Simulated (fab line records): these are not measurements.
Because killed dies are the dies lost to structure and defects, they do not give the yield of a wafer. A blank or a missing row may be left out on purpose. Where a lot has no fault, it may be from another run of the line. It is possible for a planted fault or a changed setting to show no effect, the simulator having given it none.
One fault through the eyes of 2 desks || flow gf180mcu || each desk holds nothing but its own numbers, with what lay behind them at the end

## DESK OF THE TOOL OWNER: pecvd-03
The tool's own readings at GF_V1_CVD_02 (deposits SiO2 from TEOS, target thk 850 nm, time 94.851 s): means of the sampled wafers that have a number, for each lot that ran on this tool. The brackets show how far a lot's mean lies from the usual mean; more than 4 standard deviations puts the lot out of limits, marked OUT.
Columns: A = heater_power_w at GF_V1_CVD_02, usual 641 W; B = run_length_s at GF_V1_CVD_02, usual 122.8 s
{"lot": "L232", "first seen here": "day 20 18:28", "A": 736, "B": 124.1}
{"lot": "L234", "first seen here": "day 21 08:20", "A": 701, "B": 124.4}
{"lot": "L242", "first seen here": "day 24 01:40", "A": 758, "B": 122.7}
{"lot": "L243", "first seen here": "day 24 08:51", "A": 709, "B": 122.7}
This desk's verdict: no lot among the 4 shows anything out of limits.

## AT THE METROLOGY DESK
What the gauges read for every lot (on any tool): the sampled wafers with a number, averaged. The brackets show how far a lot's mean lies from the usual mean; more than 4 standard deviations puts the lot out of limits, marked OUT.
Columns: A = V1_CVD_02_THK at GF_V1_THK_MEAS_03, usual 852 nm
{"lot": "L232", "first seen here": "day 20 18:32", "A": 869}
{"lot": "L234", "first seen here": "day 21 08:26", "A": 881}
{"lot": "L239", "first seen here": "day 23 04:19", "A": 850}
{"lot": "L242", "first seen here": "day 24 01:45", "A": 852}
{"lot": "L241", "first seen here": "day 24 03:11", "A": 841}
{"lot": "L243", "first seen here": "day 24 08:55", "A": 847}
{"lot": "L244", "first seen here": "day 24 15:58", "A": 848}
{"lot": "L245", "first seen here": "day 25 01:25", "A": 854}
{"lot": "L246", "first seen here": "day 25 08:03", "A": 831}
{"lot": "L247", "first seen here": "day 25 13:34", "A": 848}
This desk's verdict: no lot among the 10 shows anything out of limits.

## PUT TOGETHER
Nothing out of limits was seen by the tool owner's desk.
Nothing out of limits was seen by the metrology desk.

## WHAT HAD BEEN PUT IN BY THE SIMULATOR
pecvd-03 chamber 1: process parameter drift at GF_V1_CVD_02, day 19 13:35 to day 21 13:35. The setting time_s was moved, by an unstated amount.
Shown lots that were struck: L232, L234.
